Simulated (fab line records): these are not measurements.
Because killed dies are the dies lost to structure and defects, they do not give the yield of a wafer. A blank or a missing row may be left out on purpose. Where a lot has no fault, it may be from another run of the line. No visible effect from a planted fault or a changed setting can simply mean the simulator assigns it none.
fab line records    flow sfq-line
record: lots: 7  wafers: 21  last-day: 85
route steps=325 shown M4@160 I4@163
lots that met no fault: from a run of the same line without faults
start-h: the number of hours between the record's first day and the start of the first shown wafer of the lot    wait-h: how many hours have passed since the lot's step before this one    " unchanged from the row above    L1.1+2: a row that stands for several wafers    - value missing, or start not given    * or withheld: withheld    < > ~ a bound
route shown NAME@n: a module of which the file shows steps, and the number in the route of the first    usual: average and standard deviation across the fault-free wafers    same: alike in all rows    chamber/n: place in a boat    sites: the reading at each site    _std_site: standard deviation of those values    _edge_site: outer sites' mean less inner sites'    radius-mm: how far each site lies from the wafer's centre    mask NAME#n: copy n    behind: the tool/chamber that last shaped the wafer    hold: why the lot was held/for how many hours/how that ended    device: which transistor (n, p or np) failed to switch    end of line: the same wafers' tests at the end of the route    for a step that has no rows: nothing shown but its recipe    killed: at the first sort, the dies lost to defects and structure; wafer yield is something else    map: shows each die of a wafer: x if killed, . if not, _ if none is there
set.NAME: the setting as run; set.NAME@STEP: as run at that earlier step    model.NAME: the simulator's own value behind a step, which no gauge read
lots at some steps of the route; a table a step, a row a wafer
services: from which hour (start-h, from the record's first day; less than 0 if before it) a tool's chamber was out of use, for how many hours, and why
== steps ==
step: SFQ_TRILAYER_M4_ETCH_METAL_ETCH_096
recipe: target: Nb  stop-on: SiO2  mask-material: PR  chemistry: Cl2/Ar  target-depth-nm: 240  icp-w: 600  bias-w: 80  pressure-mtorr: 10  time-s: 120
usual: chamber-pressure-mTorr: 10.001/0.0094  drypump-motor-current-A: 5.88/0.2  oes-product-au: 0.894/0.008  rf-fwd-power-W: 596.8/2.5
lot.wafer  tool          chamber  start-h  wait-h  chamber-pressure-mTorr  drypump-motor-current-A  oes-product-au  rf-fwd-power-W  rf-hours-counter-h
L815.2     rie-metal-02  1        1163.64  0.0     9.999                   5.72                     0.886           594.5           84
L815.3     "             0        "        "       10.006                  5.65                     0.877           598.6           -
L815.4     "             1        "        "       9.999                   5.72                     0.892           595.1           -
L820.3     rie-metal-01  0        1215.28  0.1     10.009                  6.13                     0.906           597.0           -
L820.5     "             1        "        "       10.000                  6.30                     0.887           597.1           -
L820.6     "             0        "        "       10.009                  6.11                     0.898           599.5           -
L821.1     rie-metal-03  1        1216.44  0.0     9.997                   5.96                     0.882           600.0           25
L821.3     "             0        "        "       10.004                  5.95                     0.893           601.4           -
L821.5     "             0        "        "       10.006                  5.94                     0.885           599.7           -
L822.1     rie-metal-02  1        1247.64  0.0     9.999                   5.72                     0.887           596.1           94
L822.3     "             1        "        "       10.003                  5.71                     0.875           593.7           -
L822.5     "             1        "        "       10.001                  5.72                     0.889           593.0           -
L830.2     rie-metal-03  1        1289.43  0.0     9.994                   5.96                     0.899           597.2           36
L830.4     "             0        "        "       9.990                   5.94                     0.896           599.6           -
L830.5     "             1        "        "       9.994                   5.95                     0.895           594.5           -
L832.2     rie-metal-01  1        1294.23  0.0     10.003                  6.31                     0.898           597.3           29
L832.5     "             1        "        "       9.996                   6.29                     0.908           596.8           -
L832.6     "             0        "        "       9.986                   6.10                     0.900           595.3           -
L833.1     rie-metal-03  0        1303.83  0.0     10.015                  5.92                     0.901           597.2           124
L833.4     "             1        "        "       9.995                   5.96                     0.898           599.0           -
L833.5     "             1        "        "       9.995                   5.94                     0.901           595.2           -
step: SFQ_TRILAYER_M4_STRIP_STRIP_097
recipe: gas: O2  power-w: 200  platen-temp-c: 40  overash-fraction: 0.65  chemistry: O2  pressure-mtorr: 50
usual: chamber-pressure-mTorr: 50.00/0.039  drypump-motor-current-A: 5.88/0.2  oes-product-au: 1.000/0.012
lot.wafer  tool          chamber  start-h  wait-h  chamber-pressure-mTorr  drypump-motor-current-A  oes-product-au  rf-hours-counter-h
L815.2     rie-metal-02  1        1163.76  0.1     49.96                   5.77                     0.989           84
L815.3     "             0        "        "       50.02                   5.65                     0.992           -
L815.4     "             1        "        "       50.03                   5.77                     0.997           -
L820.3     rie-metal-01  0        1215.57  0.2     50.00                   6.13                     1.008           -
L820.5     "             1        "        "       50.00                   6.33                     1.017           -
L820.6     "             0        "        "       50.01                   6.09                     1.002           -
L821.1     rie-metal-03  1        1216.57  0.1     50.05                   5.95                     0.988           25
L821.3     "             0        "        "       50.00                   5.91                     0.990           -
L821.5     "             0        "        "       50.05                   5.93                     0.997           -
L822.1     rie-metal-02  1        1247.77  0.1     49.97                   5.73                     0.984           95
L822.3     "             1        "        "       50.04                   5.75                     0.987           -
L822.5     "             1        "        "       49.97                   5.74                     0.994           -
L830.2     rie-metal-03  1        1289.55  0.1     49.95                   5.95                     0.990           36
L830.4     "             0        "        "       50.01                   5.93                     0.990           -
L830.5     "             1        "        "       50.00                   5.96                     0.999           -
L832.2     rie-metal-01  1        1294.35  0.1     49.98                   6.27                     0.984           29
L832.5     "             1        "        "       49.99                   6.28                     0.993           -
L832.6     "             0        "        "       49.95                   6.11                     1.017           -
L833.1     rie-metal-03  0        1303.95  0.1     49.95                   5.94                     0.996           124
L833.4     "             1        "        "       50.00                   5.97                     1.009           -
L833.5     "             1        "        "       50.01                   5.95                     1.009           -
step: SFQ_TRILAYER_M4_STRIP_SOLV_CLEAN_098
recipe: chemistry: NMP  temp-c: 70  time-s: 600
step: SFQ_TRILAYER_I4_DEP_PECVD_099
recipe: material: SiO2  temp-c: 150  time-s: 111.11  pressure-torr: 2.4  rf-w: 183.3  precursor: SiH4/N2O  target-thk-nm: 500
usual: heater-power-outer-w: 34/9.2  heater-power-w: 94/17  rf-fwd-power-W: 182.4/0.57  susceptor-temp-C: 150.01/0.14  throttle-valve-pct: 24.9/1
lot.wafer  tool      chamber  start-h  wait-h  heater-power-outer-w  heater-power-w  rf-fwd-power-W  susceptor-temp-C  throttle-valve-pct
L815.2     pecvd-03  1        1164.56  0.0     37                    117             182.0           150.03            24.9
L815.3     "         2        "        "       51                    110             181.7           149.75            24.9
L815.4     "         1        "        "       40                    125             181.9           150.06            25.2
L820.3     pecvd-02  1        1216.14  0.0     29                    96              183.3           149.92            23.3
L820.5     "         2        "        "       38                    91              182.6           150.06            22.9
L820.6     "         0        "        "       26                    84              183.8           150.08            25.5
L821.1     pecvd-04  1        1217.34  0.0     29                    90              182.3           150.13            25.6
L821.3     "         0        "        "       28                    82              182.7           150.07            25.4
L821.5     "         1        "        "       31                    95              182.5           150.34            25.8
L822.1     pecvd-02  1        1248.54  0.0     27                    93              182.5           149.96            23.5
L822.3     "         0        "        "       31                    89              182.8           150.01            25.6
L822.5     "         0        "        "       34                    91              183.5           150.13            25.5
L830.2     pecvd-03  0        1290.33  0.0     29                    81              183.4           150.01            24.1
L830.4     "         1        "        "       33                    111             181.8           150.26            25.5
L830.5     "         0        "        "       31                    86              182.2           150.04            24.4
L832.2     pecvd-04  0        1295.13  0.0     33                    89              182.3           150.09            25.5
L832.5     "         2        "        "       18                    59              182.1           149.88            26.4
L832.6     "         1        "        "       32                    95              181.1           149.94            25.8
L833.1     pecvd-03  1        1304.73  0.0     45                    131             182.6           150.08            25.5
L833.4     "         0        "        "       28                    82              182.2           149.77            24.0
L833.5     "         2        "        "       53                    115             182.0           149.80            25.0
step: SFQ_TRILAYER_I4_CMP_CMP_100
recipe: material: SiO2  down-force-psi: 3  platen-rpm: 60  pad-velocity-m-s: 0.94248
usual: motor-current-A: 10.0/1.5  time-to-endpoint-s: 220/7.3
lot.wafer  tool    chamber  start-h  wait-h  motor-current-A  time-to-endpoint-s
L815.4     cmp-02  1        1169.30  4.7     11.4             222
L815.2     "       2        "        "       9.4              210
L815.3     "       0        1170.80  6.2     10.2             213
L820.3     cmp-02  2        1217.69  1.5     9.0              225
L820.6     "       0        1218.69  2.5     10.3             225
L820.5     "       1        "        "       12.0             228
L821.1     cmp-02  1        1219.69  2.3     11.6             217
L821.3     "       0        1221.19  3.8     9.8              218
L821.5     "       2        1222.19  4.8     8.8              218
L822.1     cmp-02  3        1258.16  9.6     9.6              216
L822.3     "       0        "        "       9.5              213
L822.5     "       1        "        "       11.9             223
L830.4     cmp-02  0        1290.91  0.5     9.8              212
L830.2     "       1        "        "       11.4             210
L830.5     "       3        1292.41  2.0     8.8              225
L832.2     cmp-02  2        1295.71  0.5     9.7              226
L832.5     "       1        1297.21  2.0     11.6             225
L832.6     "       2        "        "       8.9              220
L833.1     cmp-01  2        1304.81  0.0     8.1              209
L833.4     "       1        1306.31  1.5     10.1             225
L833.5     "       2        "        "       8.4              215
step: SFQ_I4_BOW_MEAS_927
recipe: mode: bow
usual: I4_BOW: 2/9
lot.wafer  tool           chamber  start-h  wait-h  I4_BOW[um]
L815.2     film-metro-03  -        1172.32  2.0     -5
L815.3     "              -        "        "       6
L815.4     "              -        "        "       -9
L820.3     film-metro-04  -        1219.73  1.5     9
L820.5     "              -        "        "       -2
L820.6     "              -        "        "       7
L821.1     film-metro-03  -        1222.69  2.5     20
L821.3     "              -        "        "       10
L821.5     "              -        "        "       1
L822.1     film-metro-01  -        1260.16  1.5     8
L822.3     "              -        "        "       -11
L822.5     "              -        "        "       -3
L830.2     film-metro-04  -        1293.43  1.5     7
L830.4     "              -        "        "       1
L830.5     "              -        "        "       14
L832.2     film-metro-04  -        1298.23  2.0     1
L832.5     "              -        "        "       -1
L832.6     "              -        "        "       0
L833.1     film-metro-01  -        1307.81  2.5     2
L833.4     "              -        "        "       0
L833.5     "              -        "        "       9
step: SFQ_TRILAYER_I4_METRO_MEASURE_101
usual: thk-nm: 200.8/0.96
lot.wafer  tool           chamber  start-h  wait-h  thk-nm
L815.2     film-metro-03  -        1172.62  0.3     200.8
L815.3     "              -        "        "       200.2
L815.4     "              -        "        "       200.7
L820.3     film-metro-04  -        1220.21  0.5     199.9
L820.5     "              -        "        "       201.7
L820.6     "              -        "        "       199.6
L821.1     film-metro-03  -        1222.81  0.1     201.0
L821.3     "              -        "        "       201.6
L821.5     "              -        "        "       199.5
L822.1     film-metro-01  -        1260.28  0.1     200.1
L822.3     "              -        "        "       200.0
L822.5     "              -        "        "       200.0
L830.2     film-metro-04  -        1293.73  0.3     200.4
L830.4     "              -        "        "       200.1
L830.5     "              -        "        "       200.3
L832.2     film-metro-04  -        1298.53  0.3     200.3
L832.5     "              -        "        "       200.8
L832.6     "              -        "        "       200.5
L833.1     film-metro-01  -        1307.93  0.1     199.9
L833.4     "              -        "        "       201.5
L833.5     "              -        "        "       200.1
step: SFQ_TRILAYER_I4_VIA_LITHO_COAT_108
recipe: resist: BARC  spin-rpm: 3000  resist-thk-nm: 62
step: SFQ_TRILAYER_I4_VIA_LITHO_COAT_103
recipe: resist: KrF  spin-rpm: 3000  resist-thk-nm: 650
step: SFQ_TRILAYER_I4_VIA_LITHO_SOFTBAKE_107
recipe: temp-c: withheld  time-s: withheld  resist: KrF
step: SFQ_TRILAYER_I4_VIA_LITHO_EXPOSE_104
recipe: mask-id: I4  na: 0.6  source-shape: conventional  sigma-outer: 0.65  target-cd-nm: 700  dose-mj: 21.3
step: SFQ_TRILAYER_I4_VIA_LITHO_PEB_106
recipe: peb-temp-c: 115  peb-time-s: 60  resist: KrF
step: SFQ_TRILAYER_I4_VIA_LITHO_DEVELOP_105
recipe: time-s: 60  resist: KrF
usual: chill-plate-temp-C: 23.01/0.13  exhaust-pa: 45.0/0.94
lot.wafer  tool            chamber  start-h  wait-h  chill-plate-temp-C  exhaust-pa  model.KrF_of_TRILAYER_I4_VIA_LITHO_COAT_103.thk-nm
L815.2     litho-track-01  0        1297.69  0.1     23.15               47.0        622.8
L815.3     "               0        "        "       23.20               46.0        624
L815.4     "               0        "        "       23.28               47.1        625
L820.3     litho-track-03  -        1344.45  0.1     -                   -           652
L820.5     "               -        "        "       -                   -           651.1
L820.6     "               -        "        "       -                   -           651
L821.1     litho-track-01  -        1349.20  0.1     -                   -           648.6
L821.3     "               -        "        "       -                   -           651.5
L821.5     "               -        "        "       -                   -           650.3
L822.1     litho-track-01  -        1386.52  0.1     -                   -           649.1
L822.3     "               -        "        "       -                   -           648.9
L822.5     "               -        "        "       -                   -           650.1
L830.2     litho-track-01  0        1421.35  0.1     23.01               44.2        623.3
L830.4     "               0        "        "       23.05               44.7        624.4
L830.5     "               0        "        "       22.93               45.9        624.1
L832.2     litho-track-02  0        1427.35  0.1     22.98               46.0        628.1
L832.5     "               0        "        "       22.91               46.3        627.8
L832.6     "               0        "        "       23.01               45.3        628.3
L833.1     litho-track-01  0        1428.70  0.1     23.06               44.3        631.1
L833.4     "               0        "        "       23.15               43.1        629.7
L833.5     "               0        "        "       23.16               44.0        629.2
step: SFQ_I4_OVL_MEAS_928
usual: I4_OVL: -2/5.5
lot.wafer  tool        chamber  start-h  wait-h  I4_OVL[nm]
L815.2     overlay-02  -        1297.83  0.1     0
L815.3     "           -        "        "       -5
L815.4     "           -        "        "       -1
L820.3     overlay-02  -        1344.56  0.1     -
L820.5     "           -        "        "       -
L820.6     "           -        "        "       -
L821.1     overlay-02  -        1349.35  0.1     -
L821.3     "           -        "        "       -
L821.5     "           -        "        "       -
L822.1     overlay-02  -        1386.67  0.1     -
L822.3     "           -        "        "       -
L822.5     "           -        "        "       -
L830.2     overlay-01  -        1421.48  0.1     8
L830.4     "           -        "        "       3
L830.5     "           -        "        "       2
L832.2     overlay-01  -        1427.48  0.1     3
L832.5     "           -        "        "       2
L832.6     "           -        "        "       6
L833.1     overlay-02  -        1428.85  0.1     -9
L833.4     "           -        "        "       -14
L833.5     "           -        "        "       -10
== services ==
tool           chamber  start-h  hours  kind
pecvd-02       1        1148.50  8.7    repair
rie-metal-03   1        1152.56  6.7    repair
cmp-02         -        1160.97  1.1    repair
rie-metal-01   1        1178.49  1.9    repair
pecvd-03       -        1185.11  2.5    repair
film-metro-01  -        1197.62  1.9    pm
rie-metal-03   0        1203.73  9.7    repair
film-metro-04  -        1221.03  0.4    pm
pecvd-04       -        1230.18  1.5    repair
rie-metal-03   -        1230.80  2.0    repair
film-metro-03  -        1239.88  1.0    pm
pecvd-03       -        1243.91  2.0    repair
pecvd-02       -        1244.56  0.3    repair
film-metro-04  -        1250.66  1.2    pm
film-metro-03  -        1263.72  3.5    pm
pecvd-04       2        1271.94  21.3   repair
film-metro-03  -        1273.48  1.4    pm
rie-metal-02   0        1309.85  4.2    repair
rie-metal-02   -        1323.88  0.4    repair
cmp-02         -        1334.21  4.2    pm
film-metro-04  -        1341.54  0.3    pm
rie-metal-03   -        1342.63  28.1   pm
rie-metal-01   -        1360.34  0.8    repair
cmp-02         -        1422.28  3.3    repair
== key ==
first-sign: step: SFQ_TRILAYER_I4_VIA_LITHO_DEVELOP_105  reading: tool-record  direction: missing
effect none on later readings
model-effect: step: SFQ_TRILAYER_I4_VIA_LITHO_DEVELOP_105  value: KrF_of_TRILAYER_I4_VIA_LITHO_COAT_103.thk-nm  without: 624.9  struck: 650.3
met-at SFQ_TRILAYER_I4_VIA_LITHO_DEVELOP_105
struck-wafers L820.3,L820.5,L820.6,L821.1,L821.3,L821.5,L822.1,L822.3,L822.5
onset-between 1297.69 1344.45
fault: kind: skipped-step-whole  tool: litho-track-01,litho-track-03  chamber: -  onset-h: 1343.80  steps: SFQ_TRILAYER_I4_VIA_LITHO_DEVELOP_105  scope: struck-lots-only
